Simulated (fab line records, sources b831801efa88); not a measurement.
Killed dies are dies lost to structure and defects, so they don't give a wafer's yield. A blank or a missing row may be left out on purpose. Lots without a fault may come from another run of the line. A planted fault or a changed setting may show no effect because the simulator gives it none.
fab line records | flow sky130
record lots=6 wafers=18 last_day=49
route steps=708 shown VT_ADJUST_LVTN@104 VT_ADJUST_NCORE@119 PAD_OPEN@708
lots that met no fault: from a run of the same line without faults
start_h: hours from the record's first day to the start of the lot's first wafer shown | wait_h: hours since the lot's step before | " the same as in the row above | L1.1+2: a row that stands for several wafers | - no value, or no start given | * or withheld: withheld | < > ~ a bound
route shown NAME@n: a module of which the file shows steps, and the number in the route of the first | usual: mean/standard deviation of fault-free wafers | same: alike in all rows | chamber/n: place in a boat | sites: the reading at each site | _std_site: their standard deviation | _edge_site: outer sites' mean less inner sites' | radius_mm: how far each site lies from the wafer's centre | mask NAME#n: copy n | behind: the tool/chamber that last shaped the wafer | hold: why the lot was held/for how many hours/how that ended | device: the transistor (n, p or np) that didn't switch | end of line: the same wafers' tests at the end of the route | a step without rows: its recipe alone | killed: dies lost to structure and defects at the first sort, not the wafer's yield | map: a wafer's dies, x killed, . not, _ none there
set.NAME: the setting as run; set.NAME@STEP: as run at that earlier step | model.NAME: the simulator's own value behind a step, which no gauge read
lots at some steps of the route; a table a step, a row a wafer
services: from which hour (start_h, from the record's first day; less than 0 if before it) a tool's chamber was out of use, for how many hours, and why
## steps
# step SKY_VT_ADJUST_LVTN_OVL_MEAS_07
# usual VT_ADJUST_LVTN_OVL=-0.2/1.1
# columns lot.wafer tool chamber start_h wait_h VT_ADJUST_LVTN_OVL[nm]
L144.1 overlay-01 - 142.74 - -0.2
L144.3 " - " " -0.7
L144.4 " - " " 0.7
L149.3 overlay-02 - 170.78 - -0.7
L149.5 " - " " -0.2
L149.6 " - " " 1.0
L150.3 overlay-02 - 175.48 - 1.6
L150.4 " - " " -1.0
L150.6 " - " " 0.2
L157.2 overlay-02 - 224.61 - 1.2
L157.5 " - " " 0.0
L157.6 " - " " -0.1
L162.1 overlay-02 - 258.70 - -0.3
L162.2 " - " " -0.7
L162.5 " - " " 0.0
L163.1 overlay-02 - 265.19 - 0.0
L163.2 " - " " 0.3
L163.6 " - " " 0.4
# step SKY_VT_ADJUST_LVTN_IMPLANT_08
# recipe species=B energy_kev=30 dose_cm2=1.57e+12 tilt_deg=withheld
# step SKY_VT_ADJUST_LVTN_STRIP_09
# recipe chemistry=O2/N2 power_w=1400 pressure_mtorr=1500 platen_temp_c=withheld o2_flow_sccm=3000 n2_flow_sccm=300 overash_fraction=0.5
# usual chamber_pressure_mTorr=1499.9/1.4 drypump_motor_current_A=5.71/0.23 oes_product_au=0.722/0.0047 strip_time_to_endpoint_s=36.91/0.11
# columns lot.wafer tool chamber start_h wait_h chamber_pressure_mTorr drypump_motor_current_A oes_product_au rf_hours_counter_h strip_time_to_endpoint_s
L144.1 plasma_asher-03 0 142.93 0.1 1501.2 5.80 0.728 2 36.96
L144.3 " 0 " " 1500.4 5.80 0.725 - 36.94
L144.4 " 1 " " 1502.6 5.41 0.727 - 36.99
L149.3 plasma_asher-04 0 170.99 0.1 1501.5 5.72 0.722 - 36.78
L149.5 " 1 " " 1497.0 5.60 0.717 - 37.05
L149.6 " 0 " " 1501.2 5.73 0.722 - 36.98
L150.3 plasma_asher-03 1 175.69 0.1 1498.6 5.44 0.722 - 36.97
L150.4 " 0 " " 1499.1 5.83 0.726 - 37.11
L150.6 " 1 " " 1498.0 5.42 0.717 - 37.09
L157.2 plasma_asher-03 1 224.79 0.1 1500.0 5.41 0.728 10 36.91
L157.5 " 0 " " 1500.9 5.79 0.720 - 36.92
L157.6 " 1 " " 1501.8 5.43 0.719 - 37.06
L162.1 plasma_asher-02 1 258.89 0.1 1497.6 6.13 0.713 58 36.74
L162.2 " 0 " " 1498.3 5.65 0.725 58 36.82
L162.5 " 1 " " 1499.0 6.14 0.720 - 36.78
L163.1 plasma_asher-03 1 265.38 0.1 1500.4 5.41 0.726 14 36.81
L163.2 " 0 " " 1498.4 5.79 0.721 14 36.91
L163.6 " 0 " " 1497.8 5.79 0.716 - 37.02
# step SKY_VT_ADJUST_LVTN_TW_MEAS_10
# usual VT_ADJUST_LVTN_TW=243.3/1.8
# columns lot.wafer tool chamber start_h wait_h VT_ADJUST_LVTN_TW
L144.1 film_metro-04 - 143.03 0.1 243.6
L144.3 " - " " 243.8
L144.4 " - " " 244.7
L149.3 film_metro-02 - 171.07 0.1 244.3
L149.5 " - " " 244.3
L149.6 " - " " 245.2
L150.3 film_metro-04 - 175.77 0.1 245.1
L150.4 " - " " 245.3
L150.6 " - " " 245.1
L157.2 film_metro-02 - 224.90 0.1 243.1
L157.5 " - " " 241.6
L157.6 " - " " 242.7
L162.1 film_metro-02 - 258.99 0.1 244.4
L162.2 " - " " 244.9
L162.5 " - " " 244.3
L163.1 film_metro-04 - 265.48 0.1 245.2
L163.2 " - " " 244.6
L163.6 " - " " 243.2
# step SKY_VT_ADJUST_LVTN_DEHYDRATE_11
# recipe temp_c=200 time_s=60
# step SKY_VT_ADJUST_LVTN_HMDS_12
# recipe prime_time_s=60 prime_temp_c=120
# step SKY_VT_ADJUST_LVTN_COAT_13
# recipe resist=NOVOLAK spin_rpm=3074 resist_thk_nm=1140
# step SKY_VT_ADJUST_LVTN_SOFTBAKE_14
# recipe temp_c=90 time_s=60 resist=NOVOLAK
# step SKY_VT_ADJUST_LVTN_EXPOSE_15
# recipe mask_id=HVN_STD_DERIVED na=0.6 source_shape=conventional sigma_outer=0.6 polarization=unpolarized target_cd_nm=600 dose_mj=163
# step SKY_VT_ADJUST_LVTN_PEB_16
# recipe temp_c=withheld time_s=* resist=NOVOLAK
# step SKY_VT_ADJUST_LVTN_DEVELOP_17
# recipe resist=NOVOLAK developer=TMAH develop_time_s=60 dev_temp_c=23
# step SKY_VT_ADJUST_LVTN_OVL_MEAS_18
# usual VT_ADJUST_LVTN_01_OVL=-1.0/1.4
# columns lot.wafer tool chamber start_h wait_h VT_ADJUST_LVTN_01_OVL[nm]
L144.1 overlay-02 - 162.50 0.1 0.6
L144.3 " - " " -1.7
L144.4 " - " " -0.2
L149.3 overlay-01 - 190.95 0.1 0.3
L149.5 " - " " -2.3
L149.6 " - " " -0.3
L150.3 overlay-01 - 196.51 0.1 -0.3
L150.4 " - " " -0.3
L150.6 " - " " -1.2
L157.2 overlay-01 - 248.15 0.1 -3.6
L157.5 " - " " -1.4
L157.6 " - " " -2.4
L162.1 overlay-01 - 282.15 0.1 -0.5
L162.2 " - " " -0.7
L162.5 " - " " -1.8
L163.1 overlay-01 - 289.42 0.1 -2.1
L163.2 " - " " -1.6
L163.6 " - " " -2.8
# step SKY_VT_ADJUST_LVTN_IMPLANT_19
# recipe species=B energy_kev=30 dose_cm2=6.5e+11 tilt_deg=withheld
# usual dose_ions_cm2=6.501e+11/7.5e+08 faraday_current_uA=3.67/0.079
# columns lot.wafer tool chamber start_h wait_h dose_ions_cm2 faraday_current_uA
L144.1 implanter-03 0 162.54 0.0 6.496e+11 3.72
L144.3 " 0 " " 6.498e+11 3.66
L144.4 " 0 " " 6.487e+11 3.62
L149.3 implanter-01 0 191.03 0.1 3.395e+11 1.87
L149.5 " 0 " " 3.398e+11 1.90
L149.6 " 0 " " 3.411e+11 1.81
L150.3 implanter-01 0 196.59 0.1 3.4e+11 1.92
L150.4 " 0 " " 3.407e+11 1.90
L150.6 " 0 " " 3.399e+11 1.88
L157.2 implanter-03 0 248.20 0.0 6.499e+11 3.51
L157.5 " 0 " " 6.5e+11 3.67
L157.6 " 0 " " 6.508e+11 3.68
L162.1 implanter-01 0 282.19 0.0 6.501e+11 3.73
L162.2 " 0 " " 6.501e+11 3.69
L162.5 " 0 " " 6.495e+11 3.62
L163.1 implanter-01 0 289.45 0.0 6.493e+11 3.64
L163.2 " 0 " " 6.511e+11 3.69
L163.6 " 0 " " 6.512e+11 3.74
# step SKY_VT_ADJUST_LVTN_STRIP_20
# recipe chemistry=O2/N2 power_w=1400 pressure_mtorr=1500 platen_temp_c=withheld o2_flow_sccm=3000 n2_flow_sccm=300 overash_fraction=0.5
# usual chamber_pressure_mTorr=1500.0/1.4 drypump_motor_current_A=5.73/0.22 oes_product_au=0.716/0.0047 strip_time_to_endpoint_s=14.02/0.037
# columns lot.wafer tool chamber start_h wait_h chamber_pressure_mTorr drypump_motor_current_A oes_product_au rf_hours_counter_h strip_time_to_endpoint_s
L144.1 plasma_asher-02 0 162.69 0.1 1499.9 5.66 0.715 49 14.02
L144.3 " 0 " " 1501.4 5.67 0.721 - 13.97
L144.4 " 1 " " 1501.1 6.14 0.720 - 14.04
L149.3 plasma_asher-03 0 191.16 0.1 1499.7 5.81 0.721 - 14.01
L149.5 " 1 " " 1500.6 5.41 0.721 - 14.08
L149.6 " 0 " " 1500.1 5.82 0.713 - 14.08
L150.3 plasma_asher-02 0 196.72 0.1 1501.0 5.66 0.719 - 13.98
L150.4 " 1 " " 1500.7 6.09 0.714 - 13.92
L150.6 " 1 " " 1499.5 6.16 0.715 - 13.95
L157.2 plasma_asher-04 0 248.33 0.1 1499.1 5.73 0.718 58 14.04
L157.5 " 0 " " 1501.9 5.73 0.722 - 14.04
L157.6 " 1 " " 1498.9 5.57 0.711 - 14.09
L162.1 plasma_asher-02 1 282.34 0.1 1498.5 6.13 0.717 60 14.01
L162.2 " 0 " " 1500.4 5.66 0.718 60 13.93
L162.5 " 1 " " 1501.5 6.15 0.711 - 14.00
L163.1 plasma_asher-04 0 289.60 0.1 1498.9 5.72 0.717 62 13.98
L163.2 " 1 " " 1500.5 5.60 0.719 62 13.97
L163.6 " 1 " " 1501.9 5.60 0.717 - 13.97
# step SKY_VT_ADJUST_LVTN_TW_MEAS_21
# usual VT_ADJUST_LVTN_2_TW=189.6/1.3
# columns lot.wafer tool chamber start_h wait_h VT_ADJUST_LVTN_2_TW
L144.1 film_metro-04 - 162.80 0.1 187.3
L144.3 " - " " 188.5
L144.4 " - " " 189.1
L149.3 film_metro-03 - 191.25 0.1 158.6
L149.5 " - " " 157.3
L149.6 " - " " 157.6
L150.3 film_metro-02 - 196.81 0.1 159.3
L150.4 " - " " 158.9
L150.6 " - " " 159.5
L157.2 film_metro-02 - 248.44 0.1 190.8
L157.5 " - " " 190.0
L157.6 " - " " 189.6
L162.1 film_metro-02 - 282.44 0.1 189.9
L162.2 " - " " 190.1
L162.5 " - " " 189.4
L163.1 film_metro-03 - 289.70 0.1 187.1
L163.2 " - " " 187.7
L163.6 " - " " 187.4
# step SKY_VT_ADJUST_NCORE_DEHYDRATE_00
# recipe temp_c=200 time_s=60
# step SKY_PAD_OPEN_PROBE_99
# usual killed_at_M0_to_M3=43/7.7 killed_at_M4_up=3.0/1.7 killed_at_contacts=24/5.2 killed_at_front_end=15/4.5 killed_at_other=0.3/0.5 killed_dies=85/9.5 killed_open=47/6.6 killed_short=38/6.6
# same gross_dies=492 killed_at_back_side=0
# columns lot.wafer tool chamber start_h wait_h killed_at_M0_to_M3 killed_at_M4_up killed_at_contacts killed_at_front_end killed_at_other killed_dies killed_open killed_short model.etest.res_pwell_under_gate.rs_ohm_sq model.etest.tip_n_5v.rs_ohm_sq model.etest.nfet_16v.drive_ua_um model.etest.nfet_g5v0d10v5.body_rise_v model.etest.nfet_16v.body_rise_v model.etest.nfet_g5v0d10v5.vt_sat_v model.etest.nfet_g5v0d10v5.vt_v model.etest.nfet_16v.vt_v
L144.1 prober-01 - 1070.48 0.1 47 1 25 14 0 87 52 35 2276 1409 224 0.6733 0.6681 0.7691 0.8272 0.7705
L144.3 prober-01 - 1070.58 0.2 34 4 21 13 0 72 35 37 2277 1410 223.6 0.6748 0.6719 0.7748 0.8294 0.7708
L144.4 prober-01 - 1070.63 0.2 32 3 22 15 0 72 40 32 2278 1395 225.8 0.669 0.6649 0.7757 0.8341 0.7653
L150.3 prober-01 - 1111.49 0.2 34 5 24 20 1 84 48 36 2327 1343 229.1 0.6207 0.6192 0.7151 0.7855 0.7448
L150.4 prober-01 - 1111.54 0.2 39 1 27 19 0 86 49 37 2322 1346 227.7 0.624 0.6181 0.7048 0.7798 0.7405
L150.6 prober-01 - 1111.64 0.2 40 4 27 22 0 93 57 36 2354 1345 227.8 0.625 0.6197 0.723 0.7942 0.7437
L157.2 prober-02 - 1172.08 0.1 58 7 21 21 0 107 44 63 2302 1369 220 0.6782 0.6726 0.7811 0.8424 0.7845
L157.5 prober-02 - 1172.23 0.2 42 1 32 18 0 93 42 51 2319 1378 221.9 0.6725 0.6691 0.7704 0.831 0.7764
L157.6 prober-02 - 1172.28 0.2 45 0 32 20 0 97 49 48 2313 1383 223.7 0.6687 0.6642 0.7729 0.8316 0.7722
L162.1 prober-02 - 1176.29 0.1 31 3 20 28 0 82 46 36 2296 1401 217.2 0.6741 0.6699 0.7593 0.8167 0.7627
L162.2 prober-02 - 1176.34 0.1 38 1 29 7 0 75 47 28 2318 1397 218.1 0.6695 0.6668 0.761 0.8169 0.7628
L162.5 prober-02 - 1176.49 0.2 42 2 19 11 1 75 46 29 2307 1387 220.1 0.6721 0.6652 0.7642 0.8189 0.7662
L163.1 prober-01 - 1176.29 0.1 64 4 24 14 0 106 59 47 2297 1377 214.8 0.6862 0.6839 0.7658 0.8247 0.776
L163.2 prober-01 - 1176.34 0.1 41 5 35 16 0 97 50 47 2277 1383 216.1 0.681 0.6759 0.7569 0.817 0.7638
L163.6 prober-01 - 1176.54 0.2 42 1 7 20 0 70 37 33 2292 1401 217.8 0.6823 0.6781 0.7612 0.8187 0.7706
# killed by level:class
L144.1 VIA2:geometric_particle:open=10 VIA1:geometric_particle:open=9 FIELD_ISO:geometric_particle:open=8 CONTACT:geometric_particle:open=8 LI_CONTACT:geometric_particle:open=7 METAL2:geometric_particle:short=6 CONTACT:geometric_particle:short=5 METAL1:geometric_particle:short=5
L144.3 VIA2:geometric_particle:open=8 LI_CONTACT:geometric_particle:open=6 METAL1:geometric_particle:short=6 VIA3:geometric_particle:open=5 CONTACT:geometric_particle:open=5 VIA1:geometric_particle:short=5 LOCAL_INTERCONNECT:geometric_particle:short=4 VIA3:geometric_particle:short=4
L144.4 LI_CONTACT:geometric_particle:open=9 VIA3:geometric_particle:open=7 POLY_GATE:geometric_particle:open=6 CONTACT:geometric_particle:open=6 VIA1:geometric_particle:short=6 CONTACT:geometric_particle:short=5 VIA2:geometric_particle:open=5 FIELD_ISO:geometric_particle:short=4
L150.3 VIA1:geometric_particle:open=12 CONTACT:geometric_particle:open=9 LI_CONTACT:geometric_particle:open=7 VIA2:geometric_particle:open=6 POLY_GATE:geometric_particle:open=5 FIELD_ISO:geometric_particle:short=4 POLY_GATE:geometric_particle:short=4 METAL2:geometric_particle:short=4
L150.4 LI_CONTACT:geometric_particle:open=13 VIA2:geometric_particle:open=11 FIELD_ISO:geometric_particle:short=7 CONTACT:geometric_particle:open=6 METAL1:geometric_particle:short=5 LOCAL_INTERCONNECT:geometric_particle:short=5 VIA1:geometric_particle:open=4 VIA3:geometric_particle:short=4
L150.6 LI_CONTACT:geometric_particle:open=10 VIA3:geometric_particle:open=10 VIA2:geometric_particle:open=9 FIELD_ISO:geometric_particle:open=7 VIA1:geometric_particle:open=7 CONTACT:geometric_particle:open=6 LI_CONTACT:geometric_particle:short=4 CONTACT:geometric_particle:short=4
L157.2 VIA1:geometric_particle:open=18 METAL2:geometric_particle:short=10 METAL1:geometric_particle:short=9 POLY_GATE:geometric_particle:short=7 LI_CONTACT:geometric_particle:open=6 VIA1:geometric_particle:short=6 METAL4:geometric_particle:short=6 FIELD_ISO:geometric_particle:short=5
L157.5 LOCAL_INTERCONNECT:geometric_particle:short=9 VIA1:geometric_particle:open=9 CONTACT:geometric_particle:open=7 METAL2:geometric_particle:short=6 FIELD_ISO:geometric_particle:open=5 LI_CONTACT:geometric_particle:short=5 LI_CONTACT:geometric_particle:open=5 METAL1:geometric_particle:short=5
L157.6 LI_CONTACT:geometric_particle:open=8 VIA1:geometric_particle:open=8 FIELD_ISO:geometric_particle:open=7 CONTACT:geometric_particle:open=7 METAL2:geometric_particle:short=7 VIA2:geometric_particle:open=7 LI_CONTACT:geometric_particle:short=6 CONTACT:geometric_particle:short=6
L162.1 CONTACT:geometric_particle:open=11 FIELD_ISO:geometric_particle:open=9 FIELD_ISO:geometric_particle:short=8 METAL1:geometric_particle:short=5 POLY_GATE:geometric_particle:open=5 POLY_GATE:geometric_particle:short=5 LI_CONTACT:geometric_particle:open=5 VIA2:geometric_particle:open=5
L163.1 VIA1:geometric_particle:open=18 VIA3:geometric_particle:open=10 VIA2:geometric_particle:open=9 METAL1:geometric_particle:short=8 CONTACT:geometric_particle:open=6 CONTACT:geometric_particle:short=6 VIA1:geometric_particle:short=6 LI_CONTACT:geometric_particle:open=5
L162.2 VIA1:geometric_particle:open=11 LI_CONTACT:geometric_particle:open=10 CONTACT:geometric_particle:open=9 VIA2:geometric_particle:open=8 VIA1:geometric_particle:short=6 METAL1:geometric_particle:short=4 FIELD_ISO:geometric_particle:open=3 LI_CONTACT:geometric_particle:short=3
L163.2 CONTACT:geometric_particle:open=13 METAL1:geometric_particle:short=8 CONTACT:geometric_particle:short=8 METAL2:geometric_particle:short=7 VIA1:geometric_particle:open=7 POLY_GATE:geometric_particle:open=6 VIA2:geometric_particle:open=6 POLY_GATE:geometric_particle:short=5
L162.5 VIA1:geometric_particle:open=15 CONTACT:geometric_particle:open=8 VIA1:geometric_particle:short=6 VIA2:geometric_particle:open=6 VIA3:geometric_particle:open=5 FIELD_ISO:geometric_particle:short=4 LI_CONTACT:geometric_particle:open=4 METAL1:geometric_particle:short=4
L163.6 VIA1:geometric_particle:open=15 FIELD_ISO:geometric_particle:short=8 FIELD_ISO:geometric_particle:open=7 METAL2:geometric_particle:short=6 VIA2:geometric_particle:open=6 VIA1:geometric_particle:short=3 METAL1:geometric_particle:short=3 VIA2:geometric_particle:short=3
## services
# columns tool chamber start_h hours kind
implanter-03 - 183.98 4.8 repair
implanter-03 - 185.05 2.4 repair
plasma_asher-03 - 194.28 5.4 repair
plasma_asher-04 - 199.25 1.9 repair
implanter-01 - 222.31 5.9 pm
plasma_asher-04 - 252.40 4.3 pm
implanter-03 - 285.93 18.5 pm
## key
first_sign step=SKY_VT_ADJUST_LVTN_IMPLANT_19 reading=dose_ions_cm2 direction=down sigmas=99+ usual=* struck=*
effect step=SKY_VT_ADJUST_LVTN_IMPLANT_19 reading=faraday_current_uA direction=down sigmas=23 usual=3.67 struck=1.88
effect step=SKY_VT_ADJUST_LVTN_TW_MEAS_21 reading=VT_ADJUST_LVTN_2_TW direction=down sigmas=24 usual=189.6 struck=158.5
model_effect step=SKY_PAD_OPEN_PROBE_99 value=etest.res_pwell_under_gate.rs_ohm_sq without=2275 struck=2334
met_at SKY_VT_ADJUST_LVTN_IMPLANT_19
struck_wafers L149.3,L149.5,L149.6,L150.3,L150.4,L150.6
rows_end L149.3,L149.5,L149.6
tester_left_out L150
fault kind=process_parameter_drift tool=implanter-01 chamber=- onset_h=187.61 steps=SKY_VT_ADJUST_LVTN_IMPLANT_19 channel=dose_cm2 offset=* shape=step end_h=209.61 acts_in=* stated=*
# tester_left_out: of these lots the tester's yield and bins aren't shown, on N5 and GAA mostly nor the transistor test; their killed dies are dies lost to structure and defects alone, not to doping, threshold or leakage, so they don't give the yield
# rows_end: these wafers met a further fault down the route, and their rows from its step on are left out
